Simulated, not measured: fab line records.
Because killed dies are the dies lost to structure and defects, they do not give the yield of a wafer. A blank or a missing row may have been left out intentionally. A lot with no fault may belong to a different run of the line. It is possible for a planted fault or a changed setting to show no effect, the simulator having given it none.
fab line records	flow sky130
[record] lots = 14	wafers = 42	last-day = 50
route steps=708 shown METAL3@564 VIA3@588 CAP2M@604
lots with no fault: from the same line, run without faults
start-h: hours from the record's first day to the start of the lot's first wafer shown	wait-h: how many hours have passed since the lot's step before this one	" same as the row above	L1.1+2: a row that stands for several wafers	- no value, or no start was given	* or withheld: withheld	< > ~ a bound
route shown NAME@n: NAME is a module with steps in the file, n the number in the route of the first one	usual: mean/standard deviation of fault-free wafers	same: alike in all rows	chamber/n: place in a boat	sites: readings site by site	_std_site: the values' standard deviation	_edge_site: the outer-site mean with the inner-site mean subtracted	radius-mm: for every site, how far away it sits from the centre of the wafer	mask NAME#n: copy n	behind: the tool/chamber that last shaped the wafer	hold: the reason the lot was held/the length of the hold in hours/how it ended	device: names the non-switching transistor (n, p or np)	end of line: the route-end tests of the same wafers	a step with no rows: only its recipe	killed: at the first sort, the dies lost to defects and structure; wafer yield is something else	map: a wafer's dies, x killed, . not, _ none there
set.NAME: the setting as run; set.NAME@STEP: as run at that earlier step	model.NAME: the simulator's own value behind a step, which no gauge read
one table for each step of the route and one row for each wafer, over a sample of lots
services: from which hour (start-h, from the record's first day; less than 0 if before it) a tool's chamber was out of use, for how many hours, and why
[[steps]]
[step SKY_METAL3_OVL_MEAS_14]
[usual] METAL3_OVL = 1/5.1
lot.wafer	tool	chamber	start-h	wait-h	METAL3_OVL[nm]
L694.2	overlay-01	-	901.52	0.1	8
L694.4	"	-	"	"	2
L694.5	"	-	"	"	2
L695.1	overlay-01	-	913.70	0.1	-5
L695.2	"	-	"	"	-2
L695.4	"	-	"	"	-6
L696.1	overlay-01	-	920.26	0.1	-2
L696.2	"	-	"	"	2
L696.5	"	-	"	"	-3
L697.1	overlay-02	-	922.01	0.1	9
L697.3	"	-	"	"	-1
L697.4	"	-	"	"	2
L698.1	overlay-01	-	931.32	0.1	-5
L698.3	"	-	"	"	-6
L698.6	"	-	"	"	-8
L699.1	overlay-01	-	939.71	0.1	6
L699.3	"	-	"	"	2
L699.6	"	-	"	"	2
L707.2	overlay-02	-	1000.62	0.1	9
L707.4	"	-	"	"	7
L707.5	"	-	"	"	6
L709.1	overlay-01	-	1010.90	0.1	-2
L709.2	"	-	"	"	2
L709.3	"	-	"	"	3
L710.2	overlay-02	-	1019.32	0.1	1
L710.5	"	-	"	"	0
L710.6	"	-	"	"	0
L712.1	overlay-02	-	1034.01	0.1	1
L712.4	"	-	"	"	9
L712.5	"	-	"	"	-3
L713.3	overlay-02	-	1034.37	0.1	-6
L713.4	"	-	"	"	-6
L713.6	"	-	"	"	-5
L714.1	overlay-02	-	1035.72	0.1	-1
L714.3	"	-	"	"	4
L714.4	"	-	"	"	4
L715.2	overlay-02	-	1049.41	0.1	12
L715.3	"	-	"	"	7
L715.6	"	-	"	"	8
L716.2	overlay-02	-	1051.32	0.1	6
L716.4	"	-	"	"	2
L716.6	"	-	"	"	5
[step SKY_METAL3_STRIP_19]
[recipe] chemistry = O2/N2	power-w = 1400	pressure-mtorr = 1500	platen-temp-c = withheld	o2-flow-sccm = 3000	n2-flow-sccm = 300	overash-fraction = 0.5
[usual] chamber-pressure-mTorr = 1500.0/1.5	drypump-motor-current-A = 5.8/0.36	oes-product-au = 0.502/0.0061	strip-time-to-endpoint-s = 6.54/0.093
[same] overash-fraction = 0.5
lot.wafer	tool	chamber	start-h	wait-h	chamber-pressure-mTorr	drypump-motor-current-A	oes-product-au	rf-hours-counter-h	strip-time-to-endpoint-s
L694.2	plasma-asher-03	0	902.06	0.2	1500.8	5.6	0.508	79	6.63
L694.4	"	1	"	"	1500.8	5.5	0.498	-	6.46
L694.5	"	1	"	"	1499.3	5.5	0.510	-	6.68
L695.1	plasma-asher-02	0	914.06	0.1	1502.2	6.6	0.505	47	6.53
L695.2	"	1	"	"	1498.8	6.1	0.505	47	6.57
L695.4	"	1	"	"	1500.8	6.1	0.495	-	6.51
L696.1	plasma-asher-01	1	920.62	0.1	1499.4	5.6	0.504	16	6.57
L696.2	"	0	"	"	1501.6	5.8	0.496	16	6.45
L696.5	"	0	"	"	1502.6	5.8	0.508	-	6.52
L697.1	plasma-asher-03	1	922.38	0.1	1502.3	5.5	0.500	81	6.45
L697.3	"	0	"	"	1499.1	5.6	0.493	-	6.66
L697.4	"	1	"	"	1500.3	5.5	0.502	-	6.46
L698.1	plasma-asher-03	0	931.68	0.1	1500.5	5.6	0.500	82	6.45
L698.3	"	0	"	"	1501.3	5.6	0.497	-	6.39
L698.6	"	0	"	"	1500.1	5.6	0.499	-	6.45
L699.1	plasma-asher-02	1	940.20	0.1	1499.1	6.1	0.501	50	6.54
L699.3	"	0	"	"	1499.4	6.6	0.508	-	6.58
L699.6	"	0	"	"	1499.6	6.6	0.499	-	6.58
L707.2	plasma-asher-02	1	1000.97	0.1	1499.6	6.1	0.495	56	6.45
L707.4	"	1	"	"	1501.8	6.1	0.501	-	6.43
L707.5	"	0	"	"	1502.3	6.6	0.491	-	6.46
L709.1	plasma-asher-02	0	1011.27	0.1	1500.8	6.6	0.500	57	6.39
L709.2	"	1	"	"	1499.9	6.0	0.498	57	6.56
L709.3	"	0	"	"	1499.8	6.6	0.503	-	6.48
L710.2	plasma-asher-01	0	1019.81	0.1	1501.1	5.8	0.497	26	6.42
L710.5	"	1	"	"	1499.7	5.6	0.492	-	6.38
L710.6	"	0	"	"	1498.5	5.8	0.510	-	6.51
L712.1	plasma-asher-03	1	1034.37	0.1	1500.5	5.5	0.505	92	6.64
L712.4	"	1	"	"	1500.8	5.5	0.505	-	6.50
L712.5	"	1	"	"	1499.2	5.5	0.505	-	6.60
L713.3	plasma-asher-01	1	1034.76	0.1	1503.3	5.6	0.502	-	6.39
L713.4	"	0	"	"	1499.6	5.9	0.504	-	6.43
L713.6	"	0	"	"	1499.5	5.9	0.500	-	6.49
L714.1	plasma-asher-03	0	1036.08	0.1	1501.7	5.6	0.508	92	6.52
L714.3	"	1	"	"	1499.2	5.5	0.501	-	6.54
L714.4	"	0	"	"	1498.1	5.6	0.498	-	6.62
L715.2	plasma-asher-03	1	1049.77	0.1	1499.0	5.5	0.511	93	6.56
L715.3	"	0	"	"	1503.0	5.6	0.497	-	6.56
L715.6	"	1	"	"	1497.5	5.5	0.501	-	6.66
L716.2	plasma-asher-01	0	1051.67	0.1	1498.4	5.9	0.503	29	6.59
L716.4	"	0	"	"	1499.9	5.9	0.509	-	6.53
L716.6	"	1	"	"	1500.0	5.6	0.498	-	6.49
[step SKY_VIA3_ETCH_15]
[recipe] target = SiO2	chemistry = C4F8/O2/Ar	target-depth-nm = 507	stop-on = TiN	mask-material = KrF-thick	source-w = 1500	bias-w = 1200	pressure-mtorr = 40	c4f8-flow-sccm = withheld	O2_flow_sccm = 6	Ar_flow_sccm = 300	time-s = 78
[usual] bias-w = 1200/3.3	chamber-pressure-mTorr = 40.00/0.035	oes-product-au = 0.945/0.0047
lot.wafer	tool	chamber	start-h	wait-h	bias-w	chamber-pressure-mTorr	oes-product-au	rf-hours-counter-h
L694.2	rie-diel-03	1	928.23	0.0	1208	40.05	0.943	16
L694.4	"	3	"	"	1204	39.93	0.947	17
L694.5	"	0	"	"	1199	40.05	0.944	-
L695.1	rie-diel-02	0	940.14	0.0	1207	40.02	0.943	21
L695.2	"	1	"	"	1196	40.02	0.944	19
L695.4	"	2	"	"	1194	40.01	0.945	9
L696.1	rie-diel-02	3	947.33	0.0	1201	40.04	0.946	5
L696.2	"	2	"	"	1203	40.06	0.946	9
L696.5	"	1	"	"	1202	39.96	0.950	-
L697.1	rie-diel-02	0	948.38	0.0	1198	39.97	0.945	22
L697.3	"	1	"	"	1200	40.02	0.936	19
L697.4	"	2	"	"	1202	39.97	0.943	9
L698.1	rie-diel-03	2	957.83	0.0	-	-	-	-
L698.3	"	0	"	"	-	-	-	-
L698.6	"	1	"	"	-	-	-	-
L699.1	rie-diel-03	0	966.03	0.0	-	-	-	-
L699.3	"	2	"	"	-	-	-	-
L699.6	"	3	"	"	-	-	-	-
L707.2	rie-diel-02	0	1026.19	0.0	1194	39.87	0.950	24
L707.4	"	1	"	"	1203	39.97	0.952	21
L707.5	"	2	"	"	1196	39.99	0.944	-
L709.1	rie-diel-02	2	1034.79	0.0	1196	40.00	0.954	12
L709.2	"	1	"	"	1197	39.99	0.945	22
L709.3	"	3	"	"	1196	39.99	0.944	8
L710.2	rie-diel-04	2	1043.18	0.0	1196	40.02	0.944	15
L710.5	"	1	"	"	1199	39.99	0.953	-
L710.6	"	0	"	"	1199	39.95	0.947	-
L712.1	rie-diel-03	2	1058.05	0.0	1191	40.01	0.940	15
L712.4	"	0	"	"	1192	39.99	0.952	21
L712.5	"	0	"	"	1197	40.00	0.954	-
L713.3	rie-diel-03	1	1058.43	0.0	1202	39.93	0.955	20
L713.4	"	0	"	"	1204	40.06	0.947	21
L713.6	"	2	"	"	1198	40.02	0.948	-
L714.1	rie-diel-04	0	1060.44	0.0	1198	39.94	0.942	3
L714.3	"	3	"	"	1200	40.04	0.943	15
L714.4	"	2	"	"	1197	40.04	0.946	16
L715.2	rie-diel-02	1	1072.93	0.0	1205	39.96	0.941	23
L715.3	"	0	"	"	1209	40.03	0.946	26
L715.6	"	0	"	"	1201	40.05	0.948	-
L716.2	rie-diel-02	0	1075.28	0.0	1203	39.96	0.948	26
L716.4	"	3	"	"	1204	40.07	0.954	10
L716.6	"	0	"	"	1202	40.01	0.949	-
[step SKY_VIA3_STRIP_16]
[recipe] chemistry = O2/N2	power-w = 1400	pressure-mtorr = 1500	platen-temp-c = withheld	o2-flow-sccm = 3000	n2-flow-sccm = 300	overash-fraction = 0.5
[usual] chamber-pressure-mTorr = 1500.0/1.3	drypump-motor-current-A = 5.5/0.3	oes-product-au = 0.402/0.0049	strip-time-to-endpoint-s = 4.13/0.035
[same] overash-fraction = 0.5
lot.wafer	tool	chamber	start-h	wait-h	chamber-pressure-mTorr	drypump-motor-current-A	oes-product-au	rf-hours-counter-h	strip-time-to-endpoint-s
L694.2	plasma-asher-03	1	928.29	0.0	1501.8	5.5	0.405	82	4.17
L694.4	"	1	"	"	1501.6	5.5	0.405	-	4.11
L694.5	"	1	"	"	1498.5	5.5	0.403	-	4.13
L695.1	plasma-asher-03	0	940.20	0.0	1504.1	5.6	0.398	82	4.15
L695.2	"	1	"	"	1499.9	5.5	0.397	82	4.12
L695.4	"	1	"	"	1500.5	5.5	0.401	-	4.20
L696.1	plasma-asher-03	1	947.39	0.0	1498.8	5.5	0.405	83	4.17
L696.2	"	0	"	"	1497.7	5.6	0.393	83	4.17
L696.5	"	0	"	"	1500.8	5.6	0.406	-	4.10
L697.1	plasma-asher-03	0	948.44	0.0	1501.1	5.6	0.406	84	4.13
L697.3	"	0	"	"	1499.2	5.6	0.402	-	4.09
L697.4	"	1	"	"	1499.3	5.5	0.397	-	4.16
L698.1	plasma-asher-01	1	957.89	0.0	1500.8	5.6	0.449	20	5.19
L698.3	"	0	"	"	1500.9	5.9	0.438	-	5.16
L698.6	"	1	"	"	1500.3	5.6	0.447	-	5.18
L699.1	plasma-asher-04	0	966.09	0.0	1499.4	4.7	0.445	115	5.18
L699.3	"	0	"	"	1499.4	4.7	0.456	-	5.17
L699.6	"	1	"	"	1501.2	5.4	0.450	-	5.17
L707.2	plasma-asher-03	0	1026.25	0.0	1500.5	5.6	0.400	91	4.11
L707.4	"	1	"	"	1503.1	5.5	0.401	-	4.09
L707.5	"	1	"	"	1500.8	5.5	0.408	-	4.16
L709.1	plasma-asher-04	0	1034.85	0.0	1500.4	4.7	0.403	122	4.17
L709.2	"	1	"	"	1497.8	5.4	0.397	122	4.09
L709.3	"	0	"	"	1501.9	4.7	0.408	-	4.14
L710.2	plasma-asher-03	1	1043.24	0.0	1498.7	5.5	0.394	93	4.10
L710.5	"	1	"	"	1499.4	5.5	0.402	-	4.17
L710.6	"	0	"	"	1499.0	5.6	0.405	-	4.14
L712.1	plasma-asher-01	1	1058.11	0.0	1499.6	5.7	0.398	30	4.12
L712.4	"	0	"	"	1499.7	5.8	0.404	-	4.12
L712.5	"	0	"	"	1500.3	5.9	0.404	-	4.11
L713.3	plasma-asher-01	0	1058.53	0.1	1500.9	5.8	0.398	-	4.15
L713.4	"	1	"	"	1500.0	5.6	0.411	-	4.15
L713.6	"	1	"	"	1500.0	5.6	0.401	-	4.09
L714.1	plasma-asher-01	0	1060.50	0.0	1498.6	5.8	0.396	30	4.12
L714.3	"	1	"	"	1498.7	5.6	0.396	-	4.13
L714.4	"	0	"	"	1498.7	5.9	0.397	-	4.09
L715.2	plasma-asher-01	0	1072.99	0.0	1501.0	5.9	0.399	31	4.08
L715.3	"	0	"	"	1498.7	5.8	0.395	-	4.09
L715.6	"	1	"	"	1502.7	5.6	0.407	-	4.10
L716.2	plasma-asher-01	0	1075.34	0.0	1498.6	5.8	0.398	31	4.07
L716.4	"	0	"	"	1499.0	5.8	0.393	-	4.12
L716.6	"	1	"	"	1499.3	5.6	0.403	-	4.08
[step SKY_CAP2M_THK_MEAS_01]
[recipe] reads = SiO2_of_CAP2M_CVD_00
[usual] CAP2M_CVD_00_THK = 15.51/0.25
lot.wafer	tool	chamber	start-h	wait-h	CAP2M_CVD_00_THK[nm]
L694.2	film-metro-01	-	929.74	-	15.18
L694.4	"	-	"	"	15.79
L694.5	"	-	"	"	15.53
L695.1	film-metro-01	-	941.63	-	15.72
L695.2	"	-	"	"	15.19
L695.4	"	-	"	"	15.96
L696.1	film-metro-01	-	948.82	-	15.38
L696.2	"	-	"	"	15.32
L696.5	"	-	"	"	15.60
L697.1	film-metro-04	-	950.64	-	15.47
L697.3	"	-	"	"	15.36
L697.4	"	-	"	"	16.03
L707.2	film-metro-03	-	1027.69	-	15.22
L707.4	"	-	"	"	15.48
L707.5	"	-	"	"	15.20
L709.1	film-metro-03	-	1036.35	-	15.44
L709.2	"	-	"	"	15.70
L709.3	"	-	"	"	15.11
L710.2	film-metro-04	-	1044.68	-	15.44
L710.5	"	-	"	"	15.81
L710.6	"	-	"	"	15.84
L712.1	film-metro-04	-	1059.54	-	15.50
L712.4	"	-	"	"	15.76
L712.5	"	-	"	"	15.86
L713.3	film-metro-01	-	1059.94	-	15.14
L713.4	"	-	"	"	15.37
L713.6	"	-	"	"	15.64
L714.1	film-metro-04	-	1061.93	-	15.52
L714.3	"	-	"	"	15.14
L714.4	"	-	"	"	15.41
L715.2	film-metro-03	-	1075.02	-	15.56
L715.3	"	-	"	"	15.32
L715.6	"	-	"	"	15.46
L716.2	film-metro-04	-	1076.80	-	15.41
L716.4	"	-	"	"	15.92
L716.6	"	-	"	"	15.62
[[services]]
tool	chamber	start-h	hours	kind
plasma-asher-02	-	885.60	4.2	repair
plasma-asher-01	-	886.70	4.5	repair
plasma-asher-03	-	887.98	2.4	repair
rie-diel-04	0	907.47	-	clean
rie-diel-04	0	907.47	28.7	scheduled-down
rie-diel-04	0	907.47	28.7	vent-cycle
rie-diel-04	1	908.39	10.8	repair
rie-diel-04	0	938.29	20.2	repair
plasma-asher-04	-	944.42	2.7	repair
rie-diel-03	-	987.54	0.5	repair
rie-diel-03	1	1004.63	4.9	repair
plasma-asher-03	-	1009.94	2.8	pm
rie-diel-02	2	1013.54	2.4	repair
plasma-asher-04	-	1045.42	1.6	repair
rie-diel-02	2	1046.76	4.1	repair
plasma-asher-04	-	1055.25	9.0	pm
plasma-asher-04	0	1055.25	9.0	vent-cycle
plasma-asher-04	1	1055.25	9.0	vent-cycle
rie-diel-02	2	1057.46	16.1	repair
plasma-asher-04	0	1064.25	-	clean
plasma-asher-04	1	1064.25	-	clean
plasma-asher-01	-	1064.87	1.6	repair
[[key]]
[first-sign] step = SKY_VIA3_ETCH_15	reading = tool-record	direction = missing
[effect] step = SKY_VIA3_STRIP_16	reading = strip-time-to-endpoint-s	direction = up	sigmas = 30	usual = *	struck = *
met-at SKY_VIA3_ETCH_15
struck-lots L698,L699
later-rows-left-out L698.1,L698.3,L698.6,L699.1,L699.3,L699.6
sort-left-out L698.1,L698.3,L698.6,L699.1,L699.3,L699.6
not-acting-at SKY_METAL3_OVL_MEAS_14,SKY_METAL3_STRIP_19,SKY_CAP2M_THK_MEAS_01
onset-between 928.23 957.83
[fault] kind = skipped-step-whole	tool = rie-diel-03	chamber = -	onset-h = 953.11	steps = SKY_VIA3_ETCH_15	scope = struck-lots-only
// sort-left-out: the simulated sort isn't trusted on such a fault, so these wafers' sort isn't shown, and their yield isn't known
// later-rows-left-out: the simulator's readings of these wafers behind a module that went badly wrong aren't trusted and aren't shown, but for the sort
